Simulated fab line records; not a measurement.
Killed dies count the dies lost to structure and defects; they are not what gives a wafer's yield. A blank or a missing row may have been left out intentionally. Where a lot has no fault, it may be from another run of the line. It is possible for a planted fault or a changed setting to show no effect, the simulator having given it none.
Which of the tools did it? -- flow gf180mcu -- 12 lots, 36 wafers sampled, at 3 steps of a route of 602

== WHAT THE GAUGES SHOWED, per wafer ==
GF_VT_IMPLANT_OVL_MEAS_29. Usual: VT_IMPLANT_02_OVL typically reads -0.2 nm, with standard deviation 1.4.
lot,measured,on,VT_IMPLANT_02_OVL (nm),flag
L341,day 6 18:28,overlay-01,-1.3 -1.8 -2.5,
L342,day 7 08:23,overlay-02,-0.4 0.8 -0.4,
L343,day 7 11:22,overlay-02,-0.2 -0.9 1.4,
L344,day 7 19:58,overlay-01,-1.4 -1.3 -0.5,
L346,day 8 04:30,overlay-02,0.6 0.0 2.5,
L347,day 8 13:24,overlay-01,-1.5 -0.9 -0.5,
L348,day 8 20:22,overlay-02,0.5 0.9 -2.9,
L352,day 9 19:07,overlay-01,-1.1 -1.0 -1.3,
L358,day 11 12:25,overlay-01,1.3 1.9 0.1,
L359,day 12 00:32,overlay-01,-0.1 -1.4 -1.7,
L360,day 12 05:43,overlay-02,0.8 -0.7 -1.3,
L364,day 13 06:35,overlay-01,-1.3 0.7 -0.4,

GF_PSD_RS_MEAS_14: measurement is done with a four-point probe. Usual: NSD_RS typically reads 46.13 ohm/sq, with standard deviation 0.085.
lot,measured,on,NSD_RS (ohm/sq),flag
L341,day 14 02:00,film metro-01,46.29 46.17 46.20,
L342,day 15 01:33,film metro-01,46.16 46.09 46.12,
L343,day 15 00:28,film metro-01,46.30 46.14 46.18,
L344,day 15 09:28,film metro-04,46.07 46.11 46.02,
L346,day 15 23:21,film metro-03,46.21 46.14 46.06,
L347,day 16 04:44,film metro-04,45.95 46.09 46.14,
L348,day 16 19:05,film metro-01,46.10 45.99 46.10,
L352,day 18 02:25,film metro-03,46.27 46.05 46.18,
L358,day 20 07:11,film metro-01,46.15 46.14 46.10,
L359,day 20 19:01,film metro-04,46.00 46.15 45.99,
L360,day 21 06:04,film metro-01,46.12 46.06 46.16,
L364,day 22 07:30,film metro-03,46.13 46.09 46.09,

== WHICH TOOL RAN EACH LOT (tool, then ch and the chambers of the sampled wafers, then the start) ==
lot,GF_VT_IMPLANT_STRIP_09
L341,"plasma asher-01 ch 0,1, day 5 12:59"
L342,"plasma asher-04 ch 0,1, day 6 01:38"
L343,"plasma asher-02 ch 0,1, day 6 04:30"
L344,"plasma asher-04 ch 0,1, day 6 12:54"
L346,"plasma asher-02 ch 0,1, day 6 21:12"
L347,"plasma asher-02 ch 0,1, day 7 06:00"
L348,"plasma asher-01 ch 0,1, day 7 10:32"
L352,"plasma asher-04 ch 0, day 8 08:50"
L358,"plasma asher-01 ch 0,1, day 9 23:03"
L359,"plasma asher-04 ch 0,1, day 10 10:56"
L360,"plasma asher-04 ch 0,1, day 10 15:42"
L364,"plasma asher-04 ch 0,1, day 11 15:37"
- GF_VT_IMPLANT_STRIP_09: strips in O2/N2.

== AS READ BY THE TOOLS THEMSELVES (means over the sampled wafers that have a number; for cases with no such wafer, the mark the record gives instead) ==
GF_VT_IMPLANT_STRIP_09. Usual: drypump motor current A 5.7 A, standard deviation 0.54; heater power w 339 W, standard deviation 56; oes product au 0.716 a.u., standard deviation 0.0049; strip time to endpoint s 12.64 s, standard deviation 0.033.
lot,tool,drypump motor current A (A),heater power w (W),oes product au (a.u.),strip time to endpoint s (s),flag
L341,plasma asher-01,5.7,380,0.718,12.68,
L342,plasma asher-04,5.4,317,0.716,12.64,
L343,plasma asher-02,5.5,350,0.719,12.65,
L344,plasma asher-04,5.4,316,0.713,12.61,
L346,plasma asher-02,5.5,376,0.720,12.64,
L347,plasma asher-02,5.5,378,0.720,12.64,
L348,plasma asher-01,5.7,331,0.716,12.67,
L352,plasma asher-04,6.5,310,0.717,12.66,
L358,plasma asher-01,5.7,385,0.721,12.59,
L359,plasma asher-04,6.0,314,0.711,12.61,
L360,plasma asher-04,5.4,311,0.717,12.59,
L364,plasma asher-04,6.0,313,0.713,12.63,

== THE ANSWER, worked out from the rows above alone ==
Rule: take the mean of a lot's wafers that have a number; if it is more than 3 standard deviations from the usual mean, the lot is off. A lot without any number at a reading at which 4 lots or more have one is off too. All remaining lots with rows at the step are treated as sound. Order of review: gauges by route order, followed by the tools' own readings, for which a lot's mean as printed above is used. The first step at which some lot is off is used, and at that step the reading that is off furthest; a lot without a number counts as furthest.
Across all readings shown, no lot is off: no conclusion can be drawn from this.

== WHAT HAD BEEN PUT IN BY THE SIMULATOR ==
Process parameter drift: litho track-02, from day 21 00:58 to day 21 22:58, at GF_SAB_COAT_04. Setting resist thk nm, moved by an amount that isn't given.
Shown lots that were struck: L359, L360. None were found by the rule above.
